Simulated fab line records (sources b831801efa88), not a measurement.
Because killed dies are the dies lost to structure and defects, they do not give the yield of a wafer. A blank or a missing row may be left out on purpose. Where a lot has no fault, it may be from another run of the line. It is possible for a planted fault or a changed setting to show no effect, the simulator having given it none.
A lot that was struck, set against a sound lot || flow sky130 || 16 steps out of a route of 708
Sound: wafers L825.3, L825.5, L825.6. The struck wafers were L840.2, L840.3, L840.4. The cause comes at the end.
Per side, at each step with rows, come the tool, then ch with its chambers, and then its first start. Under that, the readings that differ: sound wafers || struck wafers || difference of the means || sigmas: that difference in standard deviations of wafers without a fault.
alike: readings with means less than 2 such deviations apart, plus words and numbers identical on both sides. not compared: withheld readings, readings lacking a value on some wafer, bounds such as >300 that could conceal the same value, and numbers that have no deviation in the record and whose values overlap.
The two part at a step that has a row with sigmas, a row that says differs or no value, or rows on one side only. When numbers do not overlap yet have no deviation, they are printed without sigmas and do not part them. A reading missing from all wafers of one side parts the sides only when that side holds two or more wafers.

first, 5 steps without rows for these wafers: SKY_SONOS_TUNNEL_COAT_02 (resist thk 1140 nm); SKY_SONOS_TUNNEL_SOFTBAKE_03 (time 60 s); SKY_SONOS_TUNNEL_EXPOSE_04 (exposes mask TUNM, target cd 410 nm); SKY_SONOS_TUNNEL_PEB_05; SKY_SONOS_TUNNEL_DEVELOP_06 (develop time 60 s).
SKY_SONOS_TUNNEL_CD_MEAS_07 targets a cd of 410 nm.
  sound on cdSem-01 at day 11 17:37; struck on cdSem-02 at day 16 20:42
{"reading": "cdNm (nm)", "sound": "405.6 405.2 403.7", "struck": "410.8 411.1 412.4", "difference": "+6.6", "sigmas": "+3"}
SKY_SONOS_TUNNEL_OVL_MEAS_08:
  sound on overlay-01 at day 11 17:43; struck on overlay-01 at day 16 20:49
  alike: SONOS_TUNNEL_OVL
then, 3 steps without rows for these wafers: SKY_SONOS_TUNNEL_IMPLANT_09; SKY_SONOS_TUNNEL_WET_ETCH_10 (etches SiO2 in dHF, target depth 14 nm, time 280 s); SKY_SONOS_TUNNEL_STRIP_11 (strips in SPM, time 600 s).
SKY_SONOS_TUNNEL_TW_MEAS_12:
  sound on filmMetro-03 at day 11 18:16; struck on filmMetro-01 at day 16 21:16
{"reading": "SONOS_TUNNEL_TW", "sound": "193.8 193.1 193.6", "struck": "199.6 198.3 199.0", "difference": "+5.5", "sigmas": "+2"}
then, 1 step without rows for these wafers: SKY_SONOS_TUNNEL_CLEAN_13 (cleans in dHF, time 20 s).
SKY_SONOS_ONO_OXIDATION_00: stabilise 600 s, purge 300 s, target thk 2.6 nm.
  sound on furnace-01 ch 0, day 11 21:38; struck on furnace-02 ch 0, day 17 02:18
{"reading": "model.SiO2_of_SONOS_ONO_OXIDATION_00.thkNm (nm)", "sound": "2.666 2.644 2.636", "struck": "2.943 2.971 2.97", "difference": "+0.313", "sigmas": ""}
  alike: spikeTcLowerC, zonePowerBottomPct
SKY_SONOS_ONO_THK_MEAS_01:
  sound on filmMetro-01 at day 11 22:59; struck on filmMetro-04 at day 17 03:39
{"reading": "SONOS_ONO_OXIDATION_THK (nm)", "sound": "2.64 2.64 2.63", "struck": "2.93 3.00 2.93", "difference": "+0.32", "sigmas": "+6"}
then, 1 step without rows for these wafers: SKY_SONOS_ONO_CVD_02 (deposits Si3N4 from DCS/NH3, target thk 10.5 nm, time 180 s).
-- a jump in the record: the struck wafers' starts before and after are 34 days apart (it breaks off in module SONOS_ONO and resumes in module PAD_OPEN, where the first step shown is number 708 of the route) --
SKY_PAD_OPEN_PROBE_99:
  sound on prober-01 at day 46 20:03; struck on prober-02 at day 51 14:34
{"reading": "killedAtContacts", "sound": "20 23 17", "struck": "27 44 40", "difference": "+17", "sigmas": "+3"}
{"reading": "model.etest.capOno.gateLog10ACm2", "sound": "-7.822 -8.005 -8.005", "struck": "-8.132 -8.376 -8.305", "difference": -0.327, "sigmas": ""}
{"reading": "model.etest.capOno.toxAccNm (nm)", "sound": "12.85 12.9 12.89", "struck": "13.06 13.21 13.15", "difference": "+0.26", "sigmas": ""}
{"reading": "model.etest.sonosErased.vtV (V)", "sound": "-2.276 -2.262 -2.262", "struck": "-2.067 -1.971 -1.927", "difference": "+0.278", "sigmas": ""}
{"reading": "model.etest.sonosBaked.vtLessV (V)", "sound": "-0.4443 -0.5448 -0.5008", "struck": "-0.3837 -0.4229 -0.3847", "difference": "+0.0995", "sigmas": ""}
{"reading": "model.etest.sonosProgrammed.vtV (V)", "sound": "1.485 1.52 1.483", "struck": "1.382 1.382 1.344", "difference": -0.127, "sigmas": ""}
  alike: killed_at_M0_to_M3, killed_at_M4_up, killedAtFrontEnd, killedDies, killedOpen, killedShort
  not compared: model.etest.sonosErased.driveUaUm

== WHERE THEY PART ==
First at SKY_SONOS_TUNNEL_CD_MEAS_07; last, within this record, at SKY_PAD_OPEN_PROBE_99.

WHY: what the simulator had put in
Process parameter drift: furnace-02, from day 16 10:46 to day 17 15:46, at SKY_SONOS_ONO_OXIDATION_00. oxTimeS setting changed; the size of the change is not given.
